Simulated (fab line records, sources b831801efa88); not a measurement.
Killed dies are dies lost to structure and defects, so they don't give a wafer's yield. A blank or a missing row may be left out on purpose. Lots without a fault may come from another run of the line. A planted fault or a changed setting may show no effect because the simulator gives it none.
Problem report in the 8D (eight disciplines) form, filled by code | flow sky130 | the parts of the form that need people (team, actions taken, sign-off) are left out

1. THE PROBLEM
LDD_HVN_TW at SKY_LDD_HVN_TW_MEAS_10 reads a mean of 1369 on 6 wafers of 2 lots; wafers without a fault read 1439 with a standard deviation of 8.9. That is -7.8 standard deviations from the usual mean.
First seen on wafer L410.1, day 25 16:04, on film_metro-03. The record holds 42 wafers of 14 lots with a number at this step. Rule for "out", or "out of limits": more than 4 standard deviations from the usual mean. The other wafers with a number count as sound.

2. WHAT IT IS AND WHAT IT IS NOT
question                    | is                           | is not
which readings at this step | LDD_HVN_TW                   | -
which lots                  | L410, L411                   | L397, L398, L399, L401, L403, L406, L407, L408, L409, L412, L413, L415
which wafers of those lots  | all that have a number       | -
read on which gauges        | film_metro-01, film_metro-03 | film_metro-02
when                        | from day 25 16:04            | up to then (27 sound wafers); but 9 sound wafers of L412, L413, L415 came after

3. SUSPECTS, AND WHAT RULES EACH OUT
Counting: a tool at a process step up to the reading stays a suspect if it ran every lot that is out and no sound lot after the first of them.
- the gauge at SKY_LDD_HVN_TW_MEAS_10: ruled out. The wafers that are out were read on 2 gauges (film_metro-01, film_metro-03).
- implanter-03 at SKY_LDD_HVN_IMPLANT_08: kept. It ran every lot that is out, first L410 (day 25 15:49), and no sound lot after that; its last sound lot up to then is L409 (day 25 00:07). Its own readings are out on those wafers: dose_ions_cm2, faraday_current_uA.
Left after counting: implanter-03 at SKY_LDD_HVN_IMPLANT_08.

4. THE CAUSE (what the simulator had put in)
Process parameter drift: implanter-03, from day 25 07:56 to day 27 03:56, at SKY_LDD_HVN_IMPLANT_08. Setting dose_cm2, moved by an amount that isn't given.
Counting left only this tool.

5. THE CHAIN OF EFFECTS, in route order
Each row: a reading whose mean over the struck wafers that have a number lies more than 3 standard deviations from the usual. Only readings for which the record gives a usual standard deviation are gone through. hours: the time from each lot's start at the first step in this table that gives one to its start at this step, as a median over the lots. sigmas: the change in usual standard deviations.
hours | step                   | reading            | usual     | on struck wafers | change     | sigmas
0     | SKY_LDD_HVN_IMPLANT_08 | dose_ions_cm2      | 2.999e+13 | 2.546e+13        | -4.527e+12 | -99 or more
0     | SKY_LDD_HVN_IMPLANT_08 | faraday_current_uA | 169       | 144              | -25        | -7.2
0     | SKY_LDD_HVN_TW_MEAS_10 | LDD_HVN_TW         | 1439      | 1369             | -70        | -7.8
The process steps in it:
- SKY_LDD_HVN_IMPLANT_08

6. WHAT WOULD HAVE CAUGHT IT SOONER
In this record the first reading out of limits at a measuring or inspecting step was taken at day 25 16:04, 8 hours after the fault began at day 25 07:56.
The tool's own readings at SKY_LDD_HVN_IMPLANT_08 were out on every struck wafer that the step has a row for (dose_ions_cm2, faraday_current_uA): an alarm limit on them would have fired on the first of those.
Of the lots that are out (2), L411 began SKY_LDD_HVN_IMPLANT_08 on implanter-03 after day 25 16:04. A hold on the tool at that time would have spared it.
